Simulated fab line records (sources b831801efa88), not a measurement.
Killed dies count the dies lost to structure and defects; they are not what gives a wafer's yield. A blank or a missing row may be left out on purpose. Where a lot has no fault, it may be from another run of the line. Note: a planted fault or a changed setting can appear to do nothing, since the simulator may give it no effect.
Comparing a struck lot with a sound one    flow gf180mcu    15 steps out of a route of 602
Sound: wafers L194.1, L194.2, L194.3. Struck: wafers L198.4, L198.5, L198.6. The cause is given at the end.
Per side, at each step with rows, come the tool, then ch with its chambers, and then its first start. Under that, the readings that differ: sound wafers    struck wafers    difference of the means    sigmas: that difference in standard deviations of wafers without a fault.
alike: a reading whose means differ by less than 2 such deviations, as well as words and numbers matching on both sides. not compared: withheld readings; readings where some wafer has no value; bounds like >300 that might hide an equal value; numbers whose values overlap and for which the record gives no deviation.
A row with sigmas, a row that says differs or no value, or rows on one side alone: a step with any of these is where the two part. When numbers do not overlap yet have no deviation, they are printed without sigmas and do not part them. A reading missing from all wafers of one side parts the sides only when that side holds two or more wafers.

first, 5 steps without rows for these wafers: GF_V2_COAT_09 (resist thk 1000 nm); GF_V2_SOFTBAKE_10 (time 60 s); GF_V2_EXPOSE_11 (exposes mask Via2, target cd 260 nm); GF_V2_PEB_12 (peb time 90 s); GF_V2_DEVELOP_13 (develop time 60 s).
GF_V2_CD_MEAS_14: target cd 260 nm.
  sound: cd sem-01 at day 20 16:14; struck: cd sem-01 at day 22 10:11
  alike: cd nm
GF_V2_OVL_MEAS_15:
  sound: overlay-01 at day 20 16:21; struck: overlay-01 at day 22 10:16
  alike: V2_OVL
GF_V2_ETCH_16: etches BARC in N2/H2.
  sound on rie diel-02 ch 0,2,3, day 20 16:23; struck on rie diel-01 ch 2,3, day 22 10:17
  alike: drypump motor current A, oes product au, throttle valve pct
GF_V2_ETCH_17: etches SiO2 in C4F8/O2/Ar, stops on TiN, target depth 630 nm.
  sound on rie diel-02 ch 0,2,3; struck on rie diel-01 ch 2,3
  alike: oes product au
GF_V2_STRIP_18: strips in O2/N2.
  sound on plasma asher-04 ch 0,1, day 20 16:31; struck on plasma asher-01 ch 0,1, day 22 10:27
  alike: drypump motor current A, heater power w, oes product au
  not compared: rf hours counter h
then, 2 steps without rows for these wafers: GF_V2_STRIP_19 (strips in post etch residue remover, time 1200 s); GF_V2_CLEAN_20 (cleans in DIW).
GF_V2_SPUTTER_21: material Ti, target thk 15 nm, time 80.02 s.
  sound: pvd sputter-01 at day 20 17:04; struck: pvd sputter-04 at day 22 10:57
reading                                sound              struck             difference  sigmas
chamber pressure pa (Pa)               4.989 4.990 4.994  4.458 4.448 4.469  -0.533      -55
model.Ti_of_V2_SPUTTER_21.thk nm (nm)  15.12 15.34 15.21  16.37 16.86 16.93  +1.50       
  alike: throttle valve pct
GF_V2_SPUTTER_22: material TiN, target thk 10 nm, time 40 s.
  sound: pvd sputter-01 at day 20 17:07; struck: pvd sputter-04 at day 22 11:01
  alike: chamber pressure pa, throttle valve pct
GF_PASSIVATION_PROBE_99:
  the record has rows for the sound wafers here (prober-01, day 29 10:16) and none for the struck ones

WHERE THEY PART
Last at GF_PASSIVATION_PROBE_99 as far as this record goes, first at GF_V2_SPUTTER_21.

WHY: what had been put in by the simulator
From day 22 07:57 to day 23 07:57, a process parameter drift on pvd sputter-04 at GF_V2_SPUTTER_21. The setting chamber pressure pa was moved by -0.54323, starting from 5. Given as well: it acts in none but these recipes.
